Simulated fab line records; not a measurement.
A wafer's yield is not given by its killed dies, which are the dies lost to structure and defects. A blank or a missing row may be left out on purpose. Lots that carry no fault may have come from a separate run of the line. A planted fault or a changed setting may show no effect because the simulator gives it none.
Comparing a struck lot with a sound one || flow sky130 || 15 out of 708 route steps
Sound: the wafers L640.3, L640.4, L640.6. The struck wafers were L653.1, L653.3, L653.5. The cause is given at the end.
Order at every step that has rows: each side's tool, ch and its chambers, its first start. Under that, the readings that differ: sound wafers || struck wafers || difference of the means || sigmas: that difference in standard deviations of wafers without a fault.
alike: readings whose means differ by less than 2 such deviations, and words and numbers that are the same on both sides. not compared: withheld readings, readings that some wafer has no value for, bounds like >300 that may hide the same value, and numbers for which the record gives no deviation and whose values overlap.
A row with sigmas, a row that says differs or no value, or rows on one side alone: a step with any of these is where the two part. When numbers do not overlap yet have no deviation, they are printed without sigmas and do not part them. A reading missing from all wafers of one side parts the sides only when that side holds two or more wafers.

first, 6 steps without rows for these wafers: SKY_POLY_CUT_COAT_02 (resist thk 60 nm); SKY_POLY_CUT_COAT_03 (resist thk 450 nm); SKY_POLY_CUT_SOFTBAKE_04 (time 90 s); SKY_POLY_CUT_EXPOSE_05 (exposes mask NPCM, target cd 270 nm); SKY_POLY_CUT_PEB_06; SKY_POLY_CUT_DEVELOP_07 (develop time 60 s).
SKY_POLY_CUT_CD_MEAS_08 targets a cd of 270 nm.
  sound on cd-sem-02, day 27 19:31; struck on cd-sem-01, day 31 19:57
  alike: cd-nm
SKY_POLY_CUT_OVL_MEAS_09:
  sound on overlay-01, day 27 19:36; struck on overlay-02, day 31 20:04
  alike: POLY_CUT_OVL
SKY_POLY_CUT_ETCH_10: etches BARC in N2/H2, stops on SiO2, time 45.9 s, target depth 60 nm.
  sound on rie-diel-04 ch 2,3, day 27 19:37; struck on rie-diel-04 ch 0,2,3, day 31 20:07
  alike: drypump-motor-current-A, oes-product-au, throttle-valve-pct
  not compared: rf-hours-counter-h
SKY_POLY_CUT_ETCH_11: etches Si3N4 in CF4/CH2F2/Ar, stops on poly-Si, time 42.5 s, target depth 60 nm.
  sound on rie-diel-04 ch 2,3, day 27 19:40; struck on rie-diel-04 ch 0,2,3, day 31 20:09
  alike: drypump-motor-current-A, oes-product-au, throttle-valve-pct
  not compared: rf-hours-counter-h
SKY_POLY_CUT_STRIP_12: strips in O2/N2.
  sound on plasma-asher-02 ch 0,1, day 27 19:44; struck on plasma-asher-02 ch 0,1, day 31 20:11
  alike: drypump-motor-current-A, oes-product-au, strip-time-to-endpoint-s
  not compared: rf-hours-counter-h
then, 1 step without rows for these wafers: SKY_SD_P_DEHYDRATE_00 (time 60 s).
SKY_SD_P_HMDS_01: prime time 60 s.
  sound on litho-track-03 ch 0, day 28 09:34; struck on litho-track-01 ch 0, day 32 09:52
{"reading": "prime-temp-c (C)", "sound": "120.21 120.17 120.02", "struck": "121.35 121.65 121.53", "difference": "+1.38", "sigmas": "+11"}
  alike: exhaust-pa
then, 1 step without rows for these wafers: SKY_SD_P_COAT_02 (resist thk 1140 nm).
-- here the record skips 19 days between the struck wafers' starts before and after, leaving off in module SD_P and picking up in module PAD_OPEN (first step shown: number 708 of the route) --
SKY_PAD_OPEN_PROBE_99:
  sound on prober-02, day 48 06:23; struck on prober-02, day 50 21:52
{"reading": "killed-at-other", "sound": "2 1 1", "struck": "0 0 0", "difference": -1, "sigmas": -3}
  alike: killed_at_M0_to_M3, killed_at_M4_up, killed-at-contacts, killed-at-front-end, killed-dies, killed-open, killed-short

WHERE THEY PART
First at SKY_SD_P_HMDS_01; last, within this record, at SKY_PAD_OPEN_PROBE_99.

WHY: whatever the simulator had introduced
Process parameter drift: litho-track-01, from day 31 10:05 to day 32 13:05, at SKY_SD_P_HMDS_01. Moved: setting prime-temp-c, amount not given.
